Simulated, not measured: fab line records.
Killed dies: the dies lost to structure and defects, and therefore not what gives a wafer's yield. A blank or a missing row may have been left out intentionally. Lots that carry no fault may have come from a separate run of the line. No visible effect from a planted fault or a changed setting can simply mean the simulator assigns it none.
A single fault, viewed from 2 desks + flow sky130 + every desk sees just its own numbers, and what lay behind them comes last

== METROLOGY DESK ==
What the gauges read, lot by lot, whatever tool the lot ran on: means of the sampled wafers that have a number. Marked OUT: a lot whose mean sits more than 4 standard deviations from the usual mean, which makes it out of limits; the brackets give that distance.
Columns: A = cd-nm at SKY_POLY_CUT_CD_MEAS_08, usual 269.8 nm; B = RES_XHIGH_RS at SKY_SD_N_RS_MEAS_18, usual 333.5 ohm/sq; C = cd-nm at SKY_LI_CONTACT_CD_MEAS_12, usual 170.0 nm
| lot  | first seen here | A     | B     | C     |
|------|-----------------|-------|-------|-------|
| L304 | day 24 05:28    | 268.7 | 332.0 | 172.5 |
| L306 | day 25 03:44    | 269.9 | 332.5 | 168.8 |
| L309 | day 26 04:02    | 269.8 | 335.0 | 169.4 |
| L311 | day 26 18:50    | 270.5 | 335.6 | 170.1 |
| L312 | day 26 23:40    | 268.8 | 333.2 | 168.7 |
| L313 | day 27 16:26    | 269.9 | 334.3 | 169.6 |
| L316 | day 28 11:47    | 267.4 | 334.8 | 169.3 |
| L317 | day 29 00:50    | 270.1 | 333.6 | 169.6 |
| L318 | day 29 03:23    | 269.5 | 333.0 | 172.7 |
| L321 | day 30 04:59    | 271.7 | 335.0 | 168.1 |
| L322 | day 30 11:08    | 270.3 | 330.8 | 168.4 |
| L323 | day 31 00:51    | 266.8 | 332.3 | 168.8 |
| L326 | day 32 02:29    | 271.2 | 333.1 | 171.0 |
This desk's finding: nothing out of limits on any of the 13 lots.

== DESK OF THE TOOL OWNER: litho-track-01 ==
The tool's own readings at SKY_RES_XHIGH_COAT_02 (resist thk 1140 nm): means of the sampled wafers that have a number, for each lot that ran on this tool. Marked OUT: a lot whose mean sits more than 4 standard deviations from the usual mean, which makes it out of limits; the brackets give that distance.
Columns: A = dispense-pressure-kPa at SKY_RES_XHIGH_COAT_02, usual 51.6 kPa
| lot  | first seen here | A    |
|------|-----------------|------|
| L304 | day 26 02:00    | 50.7 |
| L306 | day 26 23:20    | 50.8 |
| L316 | day 30 05:14    | 50.8 |
| L317 | day 30 18:41    | 50.7 |
| L318 | day 30 21:12    | 50.7 |
This desk's finding: nothing out of limits on any of the 5 lots.

== PUT TOGETHER ==
Metrology desk: nothing out of limits seen.
Nothing out of limits was seen by the tool owner's desk.

== WHAT WAS PUT IN BY THE SIMULATOR ==
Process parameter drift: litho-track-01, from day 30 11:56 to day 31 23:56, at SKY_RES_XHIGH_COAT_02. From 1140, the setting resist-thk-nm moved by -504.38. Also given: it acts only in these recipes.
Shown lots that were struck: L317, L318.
